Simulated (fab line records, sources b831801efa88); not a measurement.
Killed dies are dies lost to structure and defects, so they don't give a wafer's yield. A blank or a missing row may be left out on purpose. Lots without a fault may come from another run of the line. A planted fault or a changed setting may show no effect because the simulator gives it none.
Problem report in the 8D (eight disciplines) form, filled by code | flow gf180mcu | the parts of the form that need people (team, actions taken, sign-off) are left out

1. THE PROBLEM
bias_w at GF_POLY_GATE_ETCH_13 reads a mean of 97.18 W on 2 wafers of 2 lots; wafers without a fault read 100.00 W with a standard deviation of 0.28. That is -10 standard deviations from the usual mean.
The step: etches poly-Si in HBr/Cl2, stops on SiO2, target depth 198.5 nm, time 69.6 s.
First seen on wafer L502.3, day 13 06:04, on rie_si-02. The record holds 39 wafers of 13 lots with a number at this step. Rule for "out", or "out of limits": more than 4 standard deviations from the usual mean. The other wafers with a number count as sound.

2. WHAT IT IS AND WHAT IT IS NOT
question                    | is                | is not
which readings at this step | bias_w            | drypump_motor_current_A, he_backside_leak_sccm, throttle_valve_pct
which lots                  | L502, L503        | L490, L492, L493, L494, L495, L496, L497, L499, L500, L505, L512
which wafers of those lots  | L502.3, L503.5    | L502.2, L502.6, L503.4, L503.6
read on which tools         | rie_si-02         | rie_si-01
when                        | from day 13 06:04 | up to then (29 sound wafers); but 8 sound wafers of L503, L505, L512 came after

3. SUSPECTS, AND WHAT RULES EACH OUT
Counting: a tool at a process step up to the reading stays a suspect if it ran every lot that is out. Sound lots after the first of them don't rule it out here, since some wafers of a struck lot are sound.
- rie_si-02 at GF_POLY_GATE_ETCH_13 (etches poly-Si in HBr/Cl2, stops on SiO2, target depth 198.5 nm, time 69.6 s): kept. It ran every lot that is out, first L502 (day 13 06:04); its last sound lot up to then is L500 (day 12 13:15). Its own readings are out on those wafers: bias_w.
- Within rie_si-02 at GF_POLY_GATE_ETCH_13: the wafers that are out ran in chamber 1; their sound lot-mates ran in chambers 2, 3.
Left after counting: rie_si-02 at GF_POLY_GATE_ETCH_13.

4. THE CAUSE (what the simulator had put in)
Process parameter drift: rie_si-02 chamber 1, from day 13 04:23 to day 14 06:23, at GF_POLY_GATE_ETCH_13. Setting bias_w, moved by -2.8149, from 100. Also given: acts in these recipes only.
Counting left only this tool.

5. THE CHAIN OF EFFECTS, in route order
Each row: a reading whose mean over the struck wafers that have a number lies more than 3 standard deviations from the usual. Only readings for which the record gives a usual standard deviation are gone through. hours: the time from each lot's start at the first step in this table that gives one to its start at this step, as a median over the lots. sigmas: the change in usual standard deviations.
hours | step                 | reading | usual    | on struck wafers | change | sigmas
0     | GF_POLY_GATE_ETCH_13 | bias_w  | 100.00 W | 97.18            | -2.82  | -10
The process steps in it:
- GF_POLY_GATE_ETCH_13: etches poly-Si in HBr/Cl2, stops on SiO2, target depth 198.5 nm, time 69.6 s.
Later measuring or inspecting steps at which every struck wafer that the step has a row for has a number for every such reading, and none has moved that far: GF_NSD_CD_MEAS_07.

6. WHAT WOULD HAVE CAUGHT IT SOONER
In this record the first reading out of limits was taken at day 13 06:04, 2 hours after the fault began at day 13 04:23.
